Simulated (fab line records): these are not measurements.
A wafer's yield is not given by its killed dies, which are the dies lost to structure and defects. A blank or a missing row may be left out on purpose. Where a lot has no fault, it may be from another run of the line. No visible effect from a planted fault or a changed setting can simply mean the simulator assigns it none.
fab line records + flow sky130
record
- lots=5
- wafers=15
- last-day=49
route steps=708 shown METAL4@627 VIA4@639
lots that met no fault: taken from a fault-free run of the same line
start-h: the number of hours between the record's first day and the start of the first shown wafer of the lot + wait-h: hours elapsed since this lot's preceding step + " the same as in the row above + L1.1+2: a row that stands for several wafers + - no value present, or no start provided + * or withheld: withheld + < > ~ a bound
route shown NAME@n: NAME is a module with steps in the file, n the number in the route of the first one + usual: average and standard deviation across the fault-free wafers + same: alike in all rows + chamber/n: place in a boat + sites: each site's reading + _std_site: standard deviation across them + _edge_site: the outer-site mean with the inner-site mean subtracted + radius-mm: how far each site lies from the wafer's centre + mask NAME#n: copy n + behind: the last tool/chamber to shape the wafer + hold: why the lot was held/for how many hours/how that ended + device: which transistor (n, p or np) failed to switch + end of line: the route-end tests of the same wafers + for a step that has no rows: nothing shown but its recipe + killed: count of dies lost to structure and defects at first sort (not the wafer's yield) + map: per-die view of a wafer (x killed, . not killed, _ where there is no die)
set.NAME: the run value of the setting; set.NAME@STEP: its run value at that earlier step + model.NAME: the simulator's own value behind a step, which no gauge read
lots at selected steps of the route; one table per step, one row per wafer
services: from which hour (start-h, from the record's first day; less than 0 if before it) a tool's chamber was out of use, for how many hours, and why
## steps
# step SKY_METAL4_PEB_11
# recipe
- peb-temp-c=withheld
- peb-time-s=withheld
- resist=KrF-thick
# step SKY_METAL4_DEVELOP_12
# recipe
- develop-time-s=60
- resist=KrF-thick
- dev-temp-c=21
# step SKY_METAL4_CD_MEAS_13
# recipe
- target-cd-nm=300
# usual
- cd-nm=300.0/1.5
| lot.wafer | tool      | chamber | start-h | wait-h | cd-nm |
|-----------|-----------|---------|---------|--------|-------|
| L992.1    | cd-sem-02 | -       | 1037.88 | -      | 298.8 |
| L992.2    | "         | -       | "       | "      | 298.5 |
| L992.6    | "         | -       | "       | "      | 299.5 |
| L993.2    | cd-sem-02 | -       | 1039.99 | -      | 298.2 |
| L993.3    | "         | -       | "       | "      | 298.7 |
| L993.4    | "         | -       | "       | "      | 298.9 |
| L102.3    | cd-sem-01 | -       | 1082.62 | -      | 298.5 |
| L102.4    | "         | -       | "       | "      | 298.9 |
| L102.6    | "         | -       | "       | "      | 297.6 |
| L104.1    | cd-sem-02 | -       | 1098.73 | -      | 299.0 |
| L104.3    | "         | -       | "       | "      | 300.0 |
| L104.6    | "         | -       | "       | "      | 299.1 |
| L105.1    | cd-sem-02 | -       | 1103.66 | -      | 298.7 |
| L105.3    | "         | -       | "       | "      | 298.6 |
| L105.5    | "         | -       | "       | "      | 297.4 |
# step SKY_METAL4_OVL_MEAS_14
# usual
- METAL4_OVL=-3/6.1
| lot.wafer | tool       | chamber | start-h | wait-h | METAL4_OVL[nm] |
|-----------|------------|---------|---------|--------|----------------|
| L992.1    | overlay-02 | -       | 1038.00 | 0.1    | 0              |
| L992.2    | "          | -       | "       | "      | -7             |
| L992.6    | "          | -       | "       | "      | 0              |
| L993.2    | overlay-01 | -       | 1040.10 | 0.1    | 5              |
| L993.3    | "          | -       | "       | "      | 10             |
| L993.4    | "          | -       | "       | "      | 8              |
| L102.3    | overlay-02 | -       | 1082.71 | 0.1    | 0              |
| L102.4    | "          | -       | "       | "      | 0              |
| L102.6    | "          | -       | "       | "      | -1             |
| L104.1    | overlay-01 | -       | 1098.85 | 0.1    | -2             |
| L104.3    | "          | -       | "       | "      | -4             |
| L104.6    | "          | -       | "       | "      | 0              |
| L105.1    | overlay-01 | -       | 1103.78 | 0.1    | -4             |
| L105.3    | "          | -       | "       | "      | -4             |
| L105.5    | "          | -       | "       | "      | -3             |
# step SKY_METAL4_DESCUM_15
# recipe
- chemistry=O2
- source-power-w=150
- bias-power-w=0
- pressure-mtorr=10
- temp-c=40
- time-s=8
# usual
- drypump-motor-current-A=5.6/0.56
- oes-product-au=1.001/0.008
| lot.wafer | tool         | chamber | start-h | wait-h | drypump-motor-current-A | oes-product-au | rf-hours-counter-h |
|-----------|--------------|---------|---------|--------|-------------------------|----------------|--------------------|
| L992.1    | rie-metal-04 | 1       | 1038.04 | 0.0    | 4.9                     | 1.005          | 23                 |
| L992.2    | "            | 0       | "       | "      | 6.5                     | 0.996          | 19                 |
| L992.6    | "            | 0       | "       | "      | 6.5                     | 1.001          | -                  |
| L993.2    | rie-metal-04 | 0       | 1040.13 | 0.0    | 6.6                     | 1.000          | 19                 |
| L993.3    | "            | 0       | "       | "      | 6.6                     | 1.001          | -                  |
| L993.4    | "            | 1       | "       | "      | 4.9                     | 1.012          | -                  |
| L102.3    | rie-metal-03 | 1       | 1082.75 | 0.0    | 5.3                     | 1.003          | -                  |
| L102.4    | "            | 0       | "       | "      | 5.9                     | 1.005          | -                  |
| L102.6    | "            | 1       | "       | "      | 5.3                     | 1.010          | -                  |
| L104.1    | rie-metal-04 | 1       | 1098.89 | 0.0    | 4.9                     | 0.999          | 2                  |
| L104.3    | "            | 1       | "       | "      | 4.9                     | 1.008          | -                  |
| L104.6    | "            | 1       | "       | "      | 4.9                     | 0.991          | -                  |
| L105.1    | rie-metal-04 | 0       | 1103.81 | 0.0    | 6.6                     | 1.000          | 25                 |
| L105.3    | "            | 1       | "       | "      | 4.9                     | 0.997          | -                  |
| L105.5    | "            | 1       | "       | "      | 4.9                     | 1.006          | -                  |
# step SKY_METAL4_ETCH_16
# recipe
- chemistry=N2/H2
- target=BARC
- ion-energy-ev=200
- bias-w=100
- pressure-mtorr=30
- n2-flow-sccm=100
- h2-flow-sccm=200
- icp-w=500
- stop-on=SiO2
- time-s=88.2
- target-depth-a=600
# usual
- drypump-motor-current-A=5.6/0.56
- oes-product-au=0.626/0.0048
- throttle-valve-pct=13.206/0.0092
| lot.wafer | tool         | chamber | start-h | wait-h | drypump-motor-current-A | oes-product-au | rf-hours-counter-h | throttle-valve-pct |
|-----------|--------------|---------|---------|--------|-------------------------|----------------|--------------------|--------------------|
| L992.1    | rie-metal-04 | 1       | 1038.07 | 0.0    | 4.9                     | 0.625          | 23                 | 13.213             |
| L992.2    | "            | 0       | "       | "      | 6.6                     | 0.624          | 19                 | 13.210             |
| L992.6    | "            | 0       | "       | "      | 6.6                     | 0.630          | -                  | 13.221             |
| L993.2    | rie-metal-04 | 0       | 1040.16 | 0.0    | 6.5                     | 0.627          | 19                 | 13.184             |
| L993.3    | "            | 0       | "       | "      | 6.5                     | 0.627          | -                  | 13.202             |
| L993.4    | "            | 1       | "       | "      | 4.9                     | 0.619          | -                  | 13.212             |
| L102.3    | rie-metal-03 | 1       | 1082.80 | 0.0    | 5.4                     | 0.621          | -                  | 13.197             |
| L102.4    | "            | 0       | "       | "      | 5.9                     | 0.630          | -                  | 13.193             |
| L102.6    | "            | 1       | "       | "      | 5.4                     | 0.623          | -                  | 13.212             |
| L104.1    | rie-metal-04 | 1       | 1098.92 | 0.0    | 4.9                     | 0.637          | 2                  | 13.193             |
| L104.3    | "            | 1       | "       | "      | 4.9                     | 0.626          | -                  | 13.207             |
| L104.6    | "            | 1       | "       | "      | 4.9                     | 0.624          | -                  | 13.203             |
| L105.1    | rie-metal-04 | 0       | 1103.85 | 0.0    | 6.6                     | 0.627          | 25                 | 13.199             |
| L105.3    | "            | 1       | "       | "      | 4.9                     | 0.623          | -                  | 13.209             |
| L105.5    | "            | 1       | "       | "      | 4.9                     | 0.633          | -                  | 13.209             |
# step SKY_METAL4_ETCH_17
# recipe
- target=SiO2
- stop-on=TiN
- chemistry=C4F8/O2/Ar
- source-w=1500
- bias-w=1200
- pressure-mtorr=40
- c4f8-flow-sccm=withheld
- O2_flow_sccm=6
- Ar_flow_sccm=300
- time-s=3.9
- target-depth-a=150
# usual
- oes-product-au=0.755/0.0074
| lot.wafer | tool        | chamber | start-h | wait-h | oes-product-au | rf-hours-counter-h |
|-----------|-------------|---------|---------|--------|----------------|--------------------|
| L992.1    | rie-diel-02 | 0       | 1038.17 | 0.1    | 0.747          | 10                 |
| L992.2    | "           | 1       | "       | "      | 0.754          | 11                 |
| L992.6    | "           | 1       | "       | "      | 0.747          | -                  |
| L993.2    | rie-diel-01 | 1       | 1040.26 | 0.1    | 0.747          | 3                  |
| L993.3    | "           | 3       | "       | "      | 0.760          | 16                 |
| L993.4    | "           | 0       | "       | "      | 0.752          | 18                 |
| L102.3    | rie-diel-03 | 0       | 1082.87 | 0.0    | 0.752          | 24                 |
| L102.4    | "           | 3       | "       | "      | 0.755          | 20                 |
| L102.6    | "           | 1       | "       | "      | 0.751          | -                  |
| L104.1    | rie-diel-03 | 2       | 1099.02 | 0.1    | 0.743          | 12                 |
| L104.3    | "           | 1       | "       | "      | 0.754          | 13                 |
| L104.6    | "           | 3       | "       | "      | 0.754          | -                  |
| L105.1    | rie-diel-02 | 3       | 1103.95 | 0.1    | 0.752          | 13                 |
| L105.3    | "           | 2       | "       | "      | 0.749          | 14                 |
| L105.5    | "           | 1       | "       | "      | 0.763          | -                  |
# step SKY_METAL4_METAL_ETCH_18
# recipe
- target-depth-a=8450
- stop-on=SiO2
- over-etch-frac=0.3
- time-s=183.1
- chemistry=Cl2/BCl3
- resist-sidewall-deg=88
- pressure-mtorr=10
- icp-w=900
- bias-w=48.5
- Cl2_flow_sccm=60
- bcl3-flow-sccm=30
# usual
- drypump-motor-current-A=5.5/0.58
- oes-product-au=0.863/0.0054
- throttle-valve-pct=22.264/0.0098
| lot.wafer | tool         | chamber | start-h | wait-h | drypump-motor-current-A | oes-product-au | rf-hours-counter-h | throttle-valve-pct |
|-----------|--------------|---------|---------|--------|-------------------------|----------------|--------------------|--------------------|
| L992.1    | rie-metal-01 | 0       | 1038.19 | 0.0    | 5.8                     | 0.869          | 16                 | 22.273             |
| L992.2    | "            | 1       | "       | "      | 5.0                     | 0.860          | 13                 | 22.261             |
| L992.6    | "            | 0       | "       | "      | 5.8                     | 0.860          | -                  | 22.257             |
| L993.2    | rie-metal-01 | 1       | 1040.28 | 0.0    | 4.9                     | 0.861          | 13                 | 22.261             |
| L993.3    | "            | 0       | "       | "      | 5.8                     | 0.870          | -                  | 22.254             |
| L993.4    | "            | 1       | "       | "      | 4.9                     | 0.874          | -                  | 22.266             |
| L102.3    | rie-metal-01 | 1       | 1082.95 | 0.1    | 4.9                     | 0.860          | -                  | 22.264             |
| L102.4    | "            | 0       | "       | "      | 5.8                     | 0.862          | -                  | 22.268             |
| L102.6    | "            | 1       | "       | "      | 4.9                     | 0.858          | -                  | 22.276             |
| L104.1    | rie-metal-01 | 0       | 1099.04 | 0.0    | 5.8                     | 0.859          | 20                 | 22.269             |
| L104.3    | "            | 1       | "       | "      | 4.9                     | 0.858          | -                  | 22.263             |
| L104.6    | "            | 0       | "       | "      | 5.8                     | 0.863          | -                  | 22.267             |
| L105.1    | rie-metal-01 | 1       | 1103.96 | 0.0    | 5.0                     | 0.861          | 18                 | 22.259             |
| L105.3    | "            | 1       | "       | "      | 4.9                     | 0.872          | -                  | 22.281             |
| L105.5    | "            | 0       | "       | "      | 5.8                     | 0.855          | -                  | 22.277             |
# step SKY_METAL4_STRIP_19
# recipe
- chemistry=O2/N2
- power-w=1400
- pressure-mtorr=1500
- platen-temp-c=withheld
- o2-flow-sccm=3000
- n2-flow-sccm=300
- overash-fraction=0.5
# step SKY_METAL4_STRIP_20
# recipe
- chemistry=post-etch-residue-remover
- time-s=1200
- temp-c=72.5
# step SKY_METAL4_CLEAN_21
# recipe
- chemistry=IPA
- time-s=180
- temp-c=25
# step SKY_METAL4_CLEAN_22
# recipe
- chemistry=O3/DIW
- dry=n2-spin
# step SKY_VIA4_HDPCVD_00
# recipe
- material=SiO2
- target-thk-nm=1750
- sigma-open-frac=0.3
- time-s=291.7
- temp-c=400
- sih4-flow-sccm=60
- pressure-mtorr=6
| lot.wafer | tool      | chamber | start-h | wait-h | model.SiO2_of_VIA4_HDPCVD_00.thk-nm |
|-----------|-----------|---------|---------|--------|-------------------------------------|
| L992.1    | hdpcvd-01 | 2       | 1038.96 | 0.0    | 1741                                |
| L992.2    | "         | 1       | "       | "      | 1761                                |
| L992.6    | "         | 1       | "       | "      | 1759                                |
| L993.2    | hdpcvd-01 | 0       | 1041.05 | 0.0    | 1743                                |
| L993.3    | "         | 1       | "       | "      | 1769                                |
| L993.4    | "         | 0       | "       | "      | 1766                                |
| L102.3    | hdpcvd-01 | 0       | 1083.66 | 0.0    | 2410                                |
| L102.4    | "         | 1       | "       | "      | 1756                                |
| L102.6    | "         | 0       | "       | "      | 1742                                |
| L104.1    | hdpcvd-02 | 1       | 1099.81 | 0.0    | 1739                                |
| L104.3    | "         | 0       | "       | "      | 1756                                |
| L104.6    | "         | 2       | "       | "      | 1745                                |
| L105.1    | hdpcvd-02 | 2       | 1104.75 | 0.0    | 1751                                |
| L105.3    | "         | 1       | "       | "      | 1754                                |
| L105.5    | "         | 0       | "       | "      | 1769                                |
# step SKY_VIA4_THK_MEAS_01
# recipe
- reads=SiO2_of_VIA4_HDPCVD_00
# usual
- VIA4_HDPCVD_THK=1753/15
| lot.wafer | tool          | chamber | start-h | wait-h | VIA4_HDPCVD_THK[nm] |
|-----------|---------------|---------|---------|--------|---------------------|
| L992.1    | film-metro-03 | -       | 1039.14 | 0.1    | 1743                |
| L992.2    | "             | -       | "       | "      | 1762                |
| L992.6    | "             | -       | "       | "      | 1760                |
| L993.2    | film-metro-03 | -       | 1041.24 | 0.1    | 1744                |
| L993.3    | "             | -       | "       | "      | 1767                |
| L993.4    | "             | -       | "       | "      | 1767                |
| L102.3    | film-metro-04 | -       | 1083.85 | 0.1    | 2411                |
| L102.4    | "             | -       | "       | "      | 1756                |
| L102.6    | "             | -       | "       | "      | 1741                |
| L104.1    | film-metro-03 | -       | 1099.99 | 0.1    | 1738                |
| L104.3    | "             | -       | "       | "      | 1755                |
| L104.6    | "             | -       | "       | "      | 1745                |
| L105.1    | film-metro-03 | -       | 1104.93 | 0.1    | 1751                |
| L105.3    | "             | -       | "       | "      | 1753                |
| L105.5    | "             | -       | "       | "      | 1770                |
# step SKY_VIA4_CMP_02
# recipe
- material=SiO2
- down-force-psi=4
- platen-rpm=60
- pad-velocity-m-s=0.94248
# usual
- head-pressure-psi=4.000/0.0081
- motor-current-A=11.6/1.4
| lot.wafer | tool   | chamber | start-h | wait-h | head-pressure-psi | motor-current-A |
|-----------|--------|---------|---------|--------|-------------------|-----------------|
| L992.2    | cmp-02 | 2       | 1039.30 | 0.1    | 3.997             | 11.9            |
| L992.1    | "      | 3       | "       | "      | 4.002             | 10.2            |
| L992.6    | "      | 0       | "       | "      | 3.993             | 11.1            |
| L993.3    | cmp-01 | 2       | 1041.34 | 0.1    | 4.007             | 10.0            |
| L993.4    | "      | 3       | "       | "      | 4.006             | 11.6            |
| L993.2    | "      | 0       | "       | "      | 3.999             | 10.5            |
| L102.3    | cmp-02 | 0       | 1083.89 | 0.0    | 4.009             | 11.5            |
| L102.4    | "      | 1       | "       | "      | 4.010             | 14.2            |
| L102.6    | "      | 0       | "       | "      | 4.002             | 11.4            |
| L104.3    | cmp-02 | 2       | 1100.15 | 0.1    | 3.999             | 11.8            |
| L104.1    | "      | 3       | "       | "      | 4.003             | 10.2            |
| L104.6    | "      | 1       | "       | "      | 4.000             | 14.7            |
| L105.1    | cmp-01 | 1       | 1105.04 | 0.1    | 3.990             | 13.6            |
| L105.3    | "      | 2       | "       | "      | 3.997             | 9.6             |
| L105.5    | "      | 0       | "       | "      | 3.990             | 10.4            |
## services
| tool         | chamber | start-h | hours | kind                           |
|--------------|---------|---------|-------|--------------------------------|
| rie-metal-04 | 1       | 1040.90 | -     | clean                          |
| rie-metal-04 | 1       | 1040.90 | 23.1  | scheduled-down                 |
| rie-metal-04 | 1       | 1040.90 | 23.1  | vent-cycle                     |
| cmp-02       | -       | 1063.41 | 6.4   | pm                             |
| rie-diel-03  | -       | 1067.09 | 2.8   | pm                             |
| hdpcvd-01    | 1       | 1075.22 | 4.9   | repair                         |
| cmp-02       | -       | 1084.19 | 4.0   | pm                             |
| cmp-02       | -       | 1088.19 | -     | consumable-replace:conditioner |
| cmp-02       | -       | 1088.19 | -     | consumable-replace:pad         |
| rie-metal-03 | 0       | 1092.37 | 14.1  | repair                         |
| cmp-02       | -       | 1092.93 | 0.7   | repair                         |
| rie-diel-01  | 1       | 1098.55 | 10.0  | repair                         |
| cmp-02       | -       | 1101.09 | 1.4   | repair                         |
| rie-diel-01  | 3       | 1104.22 | 6.2   | repair                         |
## key
first-sign
- step=SKY_VIA4_THK_MEAS_01
- reading=VIA4_HDPCVD_THK
- direction=up
- sigmas=44
- usual=1753
- struck=2411
effect none on later readings
model-effect
- step=SKY_VIA4_HDPCVD_00
- value=SiO2_of_VIA4_HDPCVD_00.thk-nm
- without=1767
- struck=2410
met-at SKY_VIA4_HDPCVD_00
struck-wafers L102.3
onset-between 1041.05 1083.66
fault
- kind=process-parameter-drift
- tool=hdpcvd-01
- chamber=-
- onset-h=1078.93
- steps=SKY_VIA4_HDPCVD_00
- channel=target-thk-nm
- offset=642.92
- shape=step
- end-h=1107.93
- scope=struck-wafers-only
- acts-in=these-recipes-only
- stated=1750
